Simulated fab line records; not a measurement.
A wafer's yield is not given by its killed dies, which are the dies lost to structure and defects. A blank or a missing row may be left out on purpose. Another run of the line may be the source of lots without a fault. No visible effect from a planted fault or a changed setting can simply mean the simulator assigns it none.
fab line records + flow sfq_line
[record]
- lots = 6
- wafers = 18
- last_day = 92
route steps=325 shown I3@141 M4@148
lots with no fault: from the same line, run without faults
start_h: hours from the record's first day to the start of the lot's first wafer shown + wait_h: time in hours since the lot's previous step + " repeats the value in the row above + L1.1+2: several wafers, shown together as one row + - value missing, or start not given + * or withheld: withheld + < > ~ a bound
route shown NAME@n: NAME is a module with steps in the file, n the number in the route of the first one + usual: mean/standard deviation taken from wafers without a fault + same: alike in all rows + chamber/n: place in a boat + sites: per-site readings + _std_site: the standard deviation of these + _edge_site: inner sites' mean taken away from outer sites' mean + radius_mm: for every site, how far away it sits from the centre of the wafer + mask NAME#n: copy n + behind: tool/chamber where the wafer was last shaped + hold: the reason the lot was held/the length of the hold in hours/how it ended + device: transistor that didn't switch, given as n, p or np + end of line: tests of these same wafers at the route's end + a step without rows: its recipe alone + killed: the dies lost at the first sort to structure and to defects; this is not the yield of the wafer + map: per-die view of a wafer (x killed, . not killed, _ where there is no die)
set.NAME: the setting that was run; set.NAME@STEP: the one run at that earlier step + model.NAME: the simulator's own value behind a step, which no gauge read
lots at some steps of the route; a table a step, a row a wafer
services: from which hour (start_h, from the record's first day; less than 0 if before it) a tool's chamber was out of use, for how many hours, and why
[[steps]]
[step SFQ_TRILAYER_I3_VIA_LITHO_PEB_088]
[recipe]
- peb_temp_c = 115
- peb_time_s = 60
- resist = KrF
[step SFQ_TRILAYER_I3_VIA_LITHO_DEVELOP_087]
[recipe]
- time_s = 60
- resist = KrF
[step SFQ_I3_OVL_MEAS_923]
[usual]
- I3_OVL = 0/5.5
| lot.wafer | tool       | chamber | start_h | wait_h | I3_OVL[nm] |
|-----------|------------|---------|---------|--------|------------|
| L559.4    | overlay-01 | -       | 1049.34 | 0.1    | -4         |
| L559.5    | "          | -       | "       | "      | 3          |
| L559.6    | "          | -       | "       | "      | 0          |
| L563.1    | overlay-01 | -       | 1089.27 | 0.1    | 4          |
| L563.3    | "          | -       | "       | "      | 2          |
| L563.4    | "          | -       | "       | "      | -4         |
| L568.3    | overlay-01 | -       | 1141.13 | 0.1    | 2          |
| L568.4    | "          | -       | "       | "      | 1          |
| L568.6    | "          | -       | "       | "      | -5         |
| L571.1    | overlay-01 | -       | 1159.12 | 0.1    | 8          |
| L571.2    | "          | -       | "       | "      | 10         |
| L571.3    | "          | -       | "       | "      | 7          |
| L572.3    | overlay-01 | -       | 1161.53 | 0.1    | -3         |
| L572.4    | "          | -       | "       | "      | -3         |
| L572.5    | "          | -       | "       | "      | 3          |
| L573.1    | overlay-01 | -       | 1175.92 | 0.1    | 5          |
| L573.5    | "          | -       | "       | "      | 6          |
| L573.6    | "          | -       | "       | "      | 0          |
[step SFQ_TRILAYER_I3_VIA_BARC_OPEN_VIA_ETCH_121]
[recipe]
- mask_material = PR
- chemistry = O2
- target_depth_nm = 125
- target = BARC
- source_w = 500
- bias_w = 80
- pressure_mtorr = 30
- time_s = 41.7
[usual]
- chamber_pressure_mTorr = 30.000/0.029
- drypump_motor_current_A = 5.6/0.45
- oes_product_au = 0.685/0.0046
| lot.wafer | tool        | chamber | start_h | wait_h | chamber_pressure_mTorr | drypump_motor_current_A | oes_product_au | rf_hours_counter_h |
|-----------|-------------|---------|---------|--------|------------------------|-------------------------|----------------|--------------------|
| L559.4    | rie_diel-01 | 3       | 1049.36 | 0.0    | 29.976                 | 5.6                     | 0.685          | 7                  |
| L559.5    | "           | 2       | "       | "      | 30.012                 | 4.8                     | 0.682          | -                  |
| L559.6    | "           | 3       | "       | "      | 29.976                 | 5.6                     | 0.691          | -                  |
| L563.1    | rie_diel-04 | 1       | 1089.31 | 0.0    | 30.024                 | 5.6                     | 0.682          | 3                  |
| L563.3    | "           | 2       | "       | "      | 29.997                 | 5.5                     | 0.683          | 7                  |
| L563.4    | "           | 0       | "       | "      | 30.014                 | 5.0                     | 0.687          | 1                  |
| L568.3    | rie_diel-03 | 1       | 1141.16 | 0.0    | 29.961                 | 5.8                     | 0.682          | 7                  |
| L568.4    | "           | 0       | "       | "      | 29.906                 | 6.2                     | 0.678          | 6                  |
| L568.6    | "           | 0       | "       | "      | 29.946                 | 6.2                     | 0.687          | -                  |
| L571.1    | rie_diel-04 | 3       | 1159.16 | 0.0    | 29.976                 | 6.3                     | 0.693          | 3                  |
| L571.2    | "           | 0       | "       | "      | 29.986                 | 5.0                     | 0.680          | 2                  |
| L571.3    | "           | 1       | "       | "      | 29.993                 | 5.6                     | 0.690          | 4                  |
| L572.3    | rie_diel-03 | 1       | 1161.56 | 0.0    | 30.026                 | 5.8                     | 0.685          | 7                  |
| L572.4    | "           | 3       | "       | "      | 30.018                 | 5.0                     | 0.685          | 4                  |
| L572.5    | "           | 1       | "       | "      | 29.966                 | 5.8                     | 0.690          | -                  |
| L573.1    | rie_diel-03 | 1       | 1175.96 | 0.0    | 29.994                 | 5.8                     | 0.684          | 8                  |
| L573.5    | "           | 0       | "       | "      | 30.008                 | 6.2                     | 0.687          | -                  |
| L573.6    | "           | 3       | "       | "      | 30.005                 | 5.0                     | 0.692          | -                  |
[step SFQ_TRILAYER_I3_VIA_ETCH_VIA_ETCH_088]
[recipe]
- target = SiO2
- stop_on = Nb
- mask_material = PR
- taper_deg = 20
- chemistry = CHF3
- target_depth_nm = 260
- source_w = 500
- bias_w = 80
- pressure_mtorr = 30
- time_s = withheld
[usual]
- chamber_pressure_mTorr = 30.000/0.027
- drypump_motor_current_A = 5.6/0.45
- oes_product_au = 0.852/0.0053
| lot.wafer | tool        | chamber | start_h | wait_h | chamber_pressure_mTorr | drypump_motor_current_A | oes_product_au |
|-----------|-------------|---------|---------|--------|------------------------|-------------------------|----------------|
| L559.4    | rie_diel-01 | 3       | 1049.40 | 0.0    | 30.008                 | 5.6                     | 0.854          |
| L559.5    | "           | 2       | "       | "      | 30.000                 | 4.8                     | 0.845          |
| L559.6    | "           | 3       | "       | "      | 30.025                 | 5.7                     | 0.857          |
| L563.1    | rie_diel-04 | 1       | 1089.35 | 0.0    | 30.013                 | 5.6                     | 0.854          |
| L563.3    | "           | 2       | "       | "      | 30.028                 | 5.5                     | 0.849          |
| L563.4    | "           | 0       | "       | "      | 29.995                 | 5.0                     | 0.861          |
| L568.3    | rie_diel-03 | 1       | 1141.20 | 0.0    | 30.054                 | 5.8                     | 0.853          |
| L568.4    | "           | 0       | "       | "      | 29.982                 | 6.2                     | 0.854          |
| L568.6    | "           | 0       | "       | "      | 30.026                 | 6.2                     | 0.855          |
| L571.1    | rie_diel-04 | 3       | 1159.20 | 0.0    | 29.981                 | 6.3                     | 0.850          |
| L571.2    | "           | 0       | "       | "      | 29.979                 | 5.0                     | 0.853          |
| L571.3    | "           | 1       | "       | "      | 30.004                 | 5.6                     | 0.850          |
| L572.3    | rie_diel-03 | 1       | 1161.60 | 0.0    | 30.046                 | 5.8                     | 0.842          |
| L572.4    | "           | 3       | "       | "      | 29.990                 | 5.0                     | 0.849          |
| L572.5    | "           | 1       | "       | "      | 30.012                 | 5.8                     | 0.854          |
| L573.1    | rie_diel-03 | 1       | 1176.00 | 0.0    | 29.983                 | 5.8                     | 0.853          |
| L573.5    | "           | 0       | "       | "      | 29.990                 | 6.2                     | 0.860          |
| L573.6    | "           | 3       | "       | "      | 30.013                 | 5.0                     | 0.851          |
[step SFQ_TRILAYER_I3_VIA_STRIP_STRIP_089]
[recipe]
- gas = O2
- power_w = 200
- platen_temp_c = 40
- overash_fraction = 0.65
- chemistry = O2
- pressure_mtorr = 50
[step SFQ_TRILAYER_I3_VIA_STRIP_SOLV_CLEAN_090]
[recipe]
- chemistry = NMP
- temp_c = 70
- time_s = 600
[step SFQ_TRILAYER_M4_DEP_PRE_CLEAN_092]
[recipe]
- gas = Ar
- time_s = 22.5
- bias_v = 250
[step SFQ_TRILAYER_M4_DEP_SPUTTER_091]
[recipe]
- material = Nb
- base_pressure_pa = 1.33e-06
- chamber_pressure_pa = 0.1333
- substrate_temp_c = 20
- resputter_cathode_voltage_v = 400
- target_thk_nm = 200
- power_w = 2000
- time_s = 133.3
[usual]
- substrate_temp_c = 20.00/0.097
- throttle_valve_pct = 29.2/0.93
| lot.wafer | tool           | chamber | start_h | wait_h | substrate_temp_c | throttle_valve_pct |
|-----------|----------------|---------|---------|--------|------------------|--------------------|
| L559.4    | pvd_sputter-05 | -       | 1050.32 | 0.0    | 20.05            | 29.9               |
| L559.5    | "              | -       | "       | "      | 20.00            | 27.4               |
| L559.6    | "              | -       | "       | "      | 20.20            | 27.2               |
| L563.1    | pvd_sputter-06 | -       | 1090.26 | 0.0    | 20.06            | 29.0               |
| L563.3    | "              | -       | "       | "      | 19.92            | 30.7               |
| L563.4    | "              | -       | "       | "      | 19.96            | 29.9               |
| L568.3    | pvd_sputter-04 | -       | 1142.11 | 0.0    | 20.02            | 29.1               |
| L568.4    | "              | -       | "       | "      | 20.00            | 29.9               |
| L568.6    | "              | -       | "       | "      | 20.04            | 29.3               |
| L571.1    | pvd_sputter-06 | -       | 1160.11 | 0.0    | 20.08            | 29.7               |
| L571.2    | "              | -       | "       | "      | 20.02            | 28.9               |
| L571.3    | "              | -       | "       | "      | 20.13            | 29.4               |
| L572.3    | pvd_sputter-04 | -       | 1162.51 | 0.0    | 19.88            | 29.8               |
| L572.4    | "              | -       | "       | "      | 19.92            | 29.5               |
| L572.5    | "              | -       | "       | "      | 20.00            | 29.0               |
| L573.1    | pvd_sputter-06 | -       | 1176.93 | 0.0    | 19.97            | 29.8               |
| L573.5    | "              | -       | "       | "      | 19.97            | 30.1               |
| L573.6    | "              | -       | "       | "      | 19.92            | 29.6               |
[step SFQ_M4_RS_MEAS_924]
[recipe]
- thk_meas_gauge = four-point-probe
- reads = Nb_of_TRILAYER_M4_DEP_SPUTTER_091
[usual]
- M4_NB_RS = 0.892/0.014
| lot.wafer | tool          | chamber | start_h | wait_h | M4_NB_RS[ohm/sq] |
|-----------|---------------|---------|---------|--------|------------------|
| L559.4    | film_metro-04 | -       | 1050.47 | 0.1    | 0.912            |
| L559.5    | "             | -       | "       | "      | 0.889            |
| L559.6    | "             | -       | "       | "      | 0.902            |
| L563.1    | film_metro-02 | -       | 1090.35 | 0.0    | 0.882            |
| L563.3    | "             | -       | "       | "      | 0.893            |
| L563.4    | "             | -       | "       | "      | 0.884            |
| L568.3    | film_metro-04 | -       | 1142.24 | 0.1    | 0.871            |
| L568.4    | "             | -       | "       | "      | 0.887            |
| L568.6    | "             | -       | "       | "      | 0.876            |
| L571.1    | film_metro-03 | -       | 1160.20 | 0.0    | 0.880            |
| L571.2    | "             | -       | "       | "      | 0.886            |
| L571.3    | "             | -       | "       | "      | 0.874            |
| L572.3    | film_metro-04 | -       | 1162.64 | 0.1    | 0.893            |
| L572.4    | "             | -       | "       | "      | 0.909            |
| L572.5    | "             | -       | "       | "      | 0.878            |
| L573.1    | film_metro-04 | -       | 1177.02 | 0.0    | 0.882            |
| L573.5    | "             | -       | "       | "      | 0.899            |
| L573.6    | "             | -       | "       | "      | 0.872            |
[step SFQ_TRILAYER_M4_LITHO_COAT_098]
[recipe]
- resist = BARC
- spin_rpm = 3000
- resist_thk_nm = 62
[step SFQ_TRILAYER_M4_LITHO_COAT_093]
[recipe]
- resist = KrF
- spin_rpm = 3000
- resist_thk_nm = 600
[usual]
- exhaust_pa = 44.9/0.81
- spin_speed_rpm = 2999.7/2.4
| lot.wafer | tool           | chamber | start_h | wait_h | exhaust_pa | spin_speed_rpm | model.KrF_of_TRILAYER_M4_LITHO_COAT_093.thk_nm |
|-----------|----------------|---------|---------|--------|------------|----------------|------------------------------------------------|
| L559.4    | litho_track-04 | 0       | 1051.04 | 0.2    | 44.7       | 3000.5         | 599.1                                          |
| L559.5    | "              | 0       | "       | "      | 46.4       | 2999.3         | 599.5                                          |
| L559.6    | "              | 0       | "       | "      | 45.5       | 3000.5         | 598.8                                          |
| L563.1    | litho_track-02 | 0       | 1090.83 | 0.2    | 45.3       | 3001.0         | 600.4                                          |
| L563.3    | "              | 0       | "       | "      | 45.7       | 3005.1         | 599.4                                          |
| L563.4    | "              | 0       | "       | "      | 45.4       | 2999.6         | 599.6                                          |
| L568.3    | litho_track-03 | 0       | 1142.78 | 0.2    | 46.7       | 3000.4         | 599.2                                          |
| L568.4    | "              | 0       | "       | "      | 45.2       | 2998.1         | 601.5                                          |
| L568.6    | "              | 0       | "       | "      | 46.1       | 2999.6         | 601                                            |
| L571.1    | litho_track-02 | 0       | 1160.68 | 0.2    | 44.1       | 2898.2         | 610.4                                          |
| L571.2    | "              | 0       | "       | "      | 44.0       | 2898.8         | 610.8                                          |
| L571.3    | "              | 0       | "       | "      | 45.0       | 2892.5         | 611                                            |
| L572.3    | litho_track-02 | 0       | 1163.18 | 0.2    | 45.2       | 2895.2         | 611.4                                          |
| L572.4    | "              | 0       | "       | "      | 44.8       | 2897.9         | 611.2                                          |
| L572.5    | "              | 0       | "       | "      | 44.3       | 2893.0         | 609.8                                          |
| L573.1    | litho_track-03 | 0       | 1177.50 | 0.2    | 45.0       | 2999.2         | 601.6                                          |
| L573.5    | "              | 0       | "       | "      | 43.5       | 2999.8         | 600.4                                          |
| L573.6    | "              | 0       | "       | "      | 45.0       | 3000.8         | 599.5                                          |
[step SFQ_TRILAYER_M4_LITHO_SOFTBAKE_097]
[recipe]
- temp_c = withheld
- time_s = withheld
- resist = KrF
[step SFQ_TRILAYER_M4_LITHO_EXPOSE_094]
[recipe]
- mask_id = M4
- na = 0.6
- source_shape = conventional
- sigma_outer = 0.65
- target_cd_nm = 500
- dose_mj = 14.4
[step SFQ_TRILAYER_M4_LITHO_PEB_096]
[recipe]
- peb_temp_c = 115
- peb_time_s = 60
- resist = KrF
[step SFQ_TRILAYER_M4_LITHO_DEVELOP_095]
[recipe]
- time_s = 60
- resist = KrF
[step SFQ_M4_OVL_MEAS_926]
[usual]
- M4_OVL = 1/4.7
| lot.wafer | tool       | chamber | start_h | wait_h | M4_OVL[nm] |
|-----------|------------|---------|---------|--------|------------|
| L559.4    | overlay-01 | -       | 1052.99 | 0.1    | -2         |
| L559.5    | "          | -       | "       | "      | -6         |
| L559.6    | "          | -       | "       | "      | 4          |
| L563.1    | overlay-02 | -       | 1233.65 | 0.1    | -5         |
| L563.3    | "          | -       | "       | "      | -6         |
| L563.4    | "          | -       | "       | "      | 1          |
| L568.3    | overlay-02 | -       | 1269.03 | 0.1    | 0          |
| L568.4    | "          | -       | "       | "      | -2         |
| L568.6    | "          | -       | "       | "      | -5         |
| L571.1    | overlay-02 | -       | 1272.62 | 0.1    | -2         |
| L571.2    | "          | -       | "       | "      | 1          |
| L571.3    | "          | -       | "       | "      | -4         |
| L572.3    | overlay-02 | -       | 1273.83 | 0.1    | -5         |
| L572.4    | "          | -       | "       | "      | 1          |
| L572.5    | "          | -       | "       | "      | -1         |
| L573.1    | overlay-02 | -       | 1275.02 | 0.1    | -2         |
| L573.5    | "          | -       | "       | "      | -3         |
| L573.6    | "          | -       | "       | "      | 3          |
[step SFQ_TRILAYER_M4_BARC_OPEN_METAL_ETCH_123]
[recipe]
- mask_material = PR
- chemistry = O2
- target_depth_nm = 125
- target = BARC
- icp_w = 600
- bias_w = 80
- pressure_mtorr = 10
- time_s = 41.7
[usual]
- chamber_pressure_mTorr = 9.999/0.0091
- drypump_motor_current_A = 5.7/0.59
- oes_product_au = 0.685/0.0043
| lot.wafer | tool         | chamber | start_h | wait_h | chamber_pressure_mTorr | drypump_motor_current_A | oes_product_au | rf_hours_counter_h |
|-----------|--------------|---------|---------|--------|------------------------|-------------------------|----------------|--------------------|
| L559.4    | rie_metal-01 | 1       | 1053.03 | 0.0    | 9.986                  | 5.6                     | 0.684          | -                  |
| L559.5    | "            | 1       | "       | "      | 9.996                  | 5.6                     | 0.681          | -                  |
| L559.6    | "            | 0       | "       | "      | 10.013                 | 5.0                     | 0.681          | -                  |
| L563.1    | rie_metal-03 | 0       | 1233.68 | 0.0    | 10.013                 | 5.0                     | 0.689          | 19                 |
| L563.3    | "            | 0       | "       | "      | 9.995                  | 5.0                     | 0.680          | -                  |
| L563.4    | "            | 1       | "       | "      | 9.993                  | 6.5                     | 0.684          | -                  |
| L568.3    | rie_metal-03 | 0       | 1269.07 | 0.0    | 9.995                  | 5.0                     | 0.687          | -                  |
| L568.4    | "            | 1       | "       | "      | 10.005                 | 6.5                     | 0.685          | -                  |
| L568.6    | "            | 0       | "       | "      | 9.994                  | 5.0                     | 0.679          | -                  |
| L571.1    | rie_metal-03 | 1       | 1272.65 | 0.0    | 10.002                 | 6.5                     | 0.683          | 48                 |
| L571.2    | "            | 0       | "       | "      | 10.005                 | 5.0                     | 0.684          | 25                 |
| L571.3    | "            | 1       | "       | "      | 10.002                 | 6.5                     | 0.688          | -                  |
| L572.3    | rie_metal-01 | 1       | 1273.87 | 0.0    | 9.997                  | 5.6                     | 0.683          | -                  |
| L572.4    | "            | 0       | "       | "      | 9.999                  | 5.0                     | 0.683          | -                  |
| L572.5    | "            | 1       | "       | "      | 9.976                  | 5.6                     | 0.682          | -                  |
| L573.1    | rie_metal-03 | 1       | 1275.05 | 0.0    | 9.991                  | 6.5                     | 0.673          | 49                 |
| L573.5    | "            | 1       | "       | "      | 10.011                 | 6.5                     | 0.680          | -                  |
| L573.6    | "            | 1       | "       | "      | 10.001                 | 6.5                     | 0.684          | -                  |
[step SFQ_TRILAYER_M4_ETCH_METAL_ETCH_096]
[recipe]
- target = Nb
- stop_on = SiO2
- mask_material = PR
- chemistry = Cl2/Ar
- target_depth_nm = 240
- icp_w = 600
- bias_w = 80
- pressure_mtorr = 10
- time_s = 120
[usual]
- chamber_pressure_mTorr = 10.000/0.0082
- drypump_motor_current_A = 5.7/0.59
- oes_product_au = 0.893/0.009
| lot.wafer | tool         | chamber | start_h | wait_h | chamber_pressure_mTorr | drypump_motor_current_A | oes_product_au | rf_hours_counter_h | model.KrF_of_TRILAYER_M4_LITHO_COAT_093.thk_nm |
|-----------|--------------|---------|---------|--------|------------------------|-------------------------|----------------|--------------------|------------------------------------------------|
| L559.4    | rie_metal-01 | 1       | 1053.11 | 0.1    | 9.995                  | 5.7                     | 0.884          | -                  | 377.1                                          |
| L559.5    | "            | 1       | "       | "      | 9.993                  | 5.6                     | 0.899          | -                  | 378.5                                          |
| L559.6    | "            | 0       | "       | "      | 10.003                 | 5.0                     | 0.882          | -                  | 378.9                                          |
| L563.1    | rie_metal-03 | 0       | 1233.74 | 0.0    | 9.992                  | 5.1                     | 0.899          | 19                 | 384.8                                          |
| L563.3    | "            | 0       | "       | "      | 9.999                  | 5.1                     | 0.896          | -                  | 383.3                                          |
| L563.4    | "            | 1       | "       | "      | 9.993                  | 6.5                     | 0.895          | -                  | 377.5                                          |
| L568.3    | rie_metal-03 | 0       | 1269.15 | 0.1    | 10.012                 | 5.0                     | 0.902          | -                  | 384.2                                          |
| L568.4    | "            | 1       | "       | "      | 10.006                 | 6.5                     | 0.905          | -                  | 379.6                                          |
| L568.6    | "            | 0       | "       | "      | 10.005                 | 5.0                     | 0.896          | -                  | 386.9                                          |
| L571.1    | rie_metal-03 | 1       | 1272.71 | 0.0    | 10.007                 | 6.5                     | 0.898          | 48                 | 387.6                                          |
| L571.2    | "            | 0       | "       | "      | 9.995                  | 5.1                     | 0.896          | 25                 | 393.7                                          |
| L571.3    | "            | 1       | "       | "      | 9.991                  | 6.5                     | 0.908          | -                  | 389.4                                          |
| L572.3    | rie_metal-01 | 1       | 1273.95 | 0.1    | 9.999                  | 5.6                     | 0.894          | -                  | 390.8                                          |
| L572.4    | "            | 0       | "       | "      | 10.008                 | 5.0                     | 0.882          | -                  | 393.3                                          |
| L572.5    | "            | 1       | "       | "      | 9.991                  | 5.6                     | 0.903          | -                  | 389.4                                          |
| L573.1    | rie_metal-03 | 1       | 1275.17 | 0.1    | 9.982                  | 6.5                     | 0.901          | 49                 | 378.1                                          |
| L573.5    | "            | 1       | "       | "      | 9.981                  | 6.5                     | 0.890          | -                  | 376.5                                          |
| L573.6    | "            | 1       | "       | "      | 9.987                  | 6.5                     | 0.902          | -                  | 376.8                                          |
[step SFQ_TRILAYER_M4_STRIP_STRIP_097]
[recipe]
- gas = O2
- power_w = 200
- platen_temp_c = 40
- overash_fraction = 0.65
- chemistry = O2
- pressure_mtorr = 50
[usual]
- chamber_pressure_mTorr = 50.00/0.041
- drypump_motor_current_A = 5.7/0.59
- oes_product_au = 1.005/0.011
| lot.wafer | tool         | chamber | start_h | wait_h | chamber_pressure_mTorr | drypump_motor_current_A | oes_product_au | rf_hours_counter_h |
|-----------|--------------|---------|---------|--------|------------------------|-------------------------|----------------|--------------------|
| L559.4    | rie_metal-01 | 1       | 1053.39 | 0.2    | 50.01                  | 5.6                     | 1.009          | -                  |
| L559.5    | "            | 1       | "       | "      | 49.98                  | 5.6                     | 1.018          | -                  |
| L559.6    | "            | 0       | "       | "      | 50.03                  | 5.0                     | 1.001          | -                  |
| L563.1    | rie_metal-03 | 0       | 1233.87 | 0.1    | 49.98                  | 5.1                     | 0.995          | 20                 |
| L563.3    | "            | 0       | "       | "      | 50.01                  | 5.0                     | 0.979          | -                  |
| L563.4    | "            | 1       | "       | "      | 49.98                  | 6.5                     | 1.009          | -                  |
| L568.3    | rie_metal-03 | 0       | 1269.44 | 0.2    | 50.02                  | 5.1                     | 0.992          | -                  |
| L568.4    | "            | 1       | "       | "      | 50.00                  | 6.5                     | 1.007          | -                  |
| L568.6    | "            | 0       | "       | "      | 49.98                  | 5.0                     | 0.985          | -                  |
| L571.1    | rie_metal-03 | 1       | 1272.84 | 0.1    | 49.97                  | 6.5                     | 1.012          | 48                 |
| L571.2    | "            | 0       | "       | "      | 50.03                  | 5.1                     | 0.997          | 25                 |
| L571.3    | "            | 1       | "       | "      | 49.87                  | 6.5                     | 1.016          | -                  |
| L572.3    | rie_metal-01 | 1       | 1274.24 | 0.2    | 50.00                  | 5.6                     | 1.009          | -                  |
| L572.4    | "            | 0       | "       | "      | 49.98                  | 5.0                     | 0.996          | -                  |
| L572.5    | "            | 1       | "       | "      | 49.96                  | 5.6                     | 1.014          | -                  |
| L573.1    | rie_metal-03 | 1       | 1275.42 | 0.2    | 50.00                  | 6.5                     | 1.009          | 49                 |
| L573.5    | "            | 1       | "       | "      | 50.00                  | 6.5                     | 1.012          | -                  |
| L573.6    | "            | 1       | "       | "      | 50.02                  | 6.5                     | 1.002          | -                  |
[[services]]
| tool           | chamber | start_h | hours | kind   |
|----------------|---------|---------|-------|--------|
| pvd_sputter-04 | -       | 1034.23 | 2.5   | repair |
| rie_metal-03   | -       | 1043.04 | 0.2   | repair |
| rie_diel-03    | -       | 1053.45 | 2.8   | pm     |
| rie_diel-03    | 0       | 1057.02 | 7.0   | repair |
| rie_diel-03    | -       | 1077.99 | 14.6  | pm     |
| rie_diel-01    | 3       | 1078.27 | 6.4   | repair |
| pvd_sputter-04 | -       | 1100.08 | 7.5   | repair |
| rie_diel-03    | 1       | 1105.31 | 1.3   | repair |
| rie_diel-01    | 3       | 1105.47 | 12.3  | repair |
| rie_diel-04    | 3       | 1168.19 | 13.5  | repair |
| pvd_sputter-04 | -       | 1187.69 | 0.5   | repair |
| rie_diel-01    | 1       | 1189.68 | 12.0  | repair |
| pvd_sputter-06 | -       | 1196.68 | 11.7  | repair |
| rie_diel-01    | 2       | 1201.84 | 13.2  | repair |
| rie_diel-03    | 3       | 1208.30 | 21.4  | repair |
| rie_diel-01    | 0       | 1214.05 | 2.7   | repair |
| rie_diel-03    | 0       | 1218.24 | 8.2   | repair |
| rie_diel-04    | -       | 1218.44 | 14.6  | pm     |
| rie_metal-03   | -       | 1225.46 | 0.5   | repair |
| rie_metal-03   | -       | 1245.04 | 0.3   | repair |
| pvd_sputter-04 | -       | 1257.95 | 1.5   | repair |
| pvd_sputter-06 | -       | 1269.18 | 9.3   | repair |
| rie_diel-03    | 1       | 1270.92 | 4.8   | repair |
| rie_metal-03   | 0       | 1274.25 | 9.2   | repair |
[[key]]
[first_sign]
- step = SFQ_TRILAYER_M4_LITHO_COAT_093
- reading = spin_speed_rpm
- direction = down
- sigmas = 43
- usual = 2999.7
- struck = 2895.9
effect none on later readings
[model_effect]
- step = SFQ_TRILAYER_M4_LITHO_COAT_093
- value = KrF_of_TRILAYER_M4_LITHO_COAT_093.thk_nm
- without = 600
- struck = 610.8
[model_effect]
- step = SFQ_TRILAYER_M4_ETCH_METAL_ETCH_096
- value = KrF_of_TRILAYER_M4_LITHO_COAT_093.thk_nm
- without = 380
- struck = 390.7
met_at SFQ_TRILAYER_M4_LITHO_COAT_093
struck_wafers L571.1,L571.2,L571.3,L572.3,L572.4,L572.5
onset_between 1090.83 1160.68
[fault]
- kind = process_parameter_drift
- tool = litho_track-02
- chamber = -
- onset_h = 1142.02
- steps = SFQ_TRILAYER_M4_LITHO_COAT_093
- channel = spin_rpm
- offset = -104.45
- shape = step
- end_h = 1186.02
- acts_in = these_recipes_only
- stated = 3000
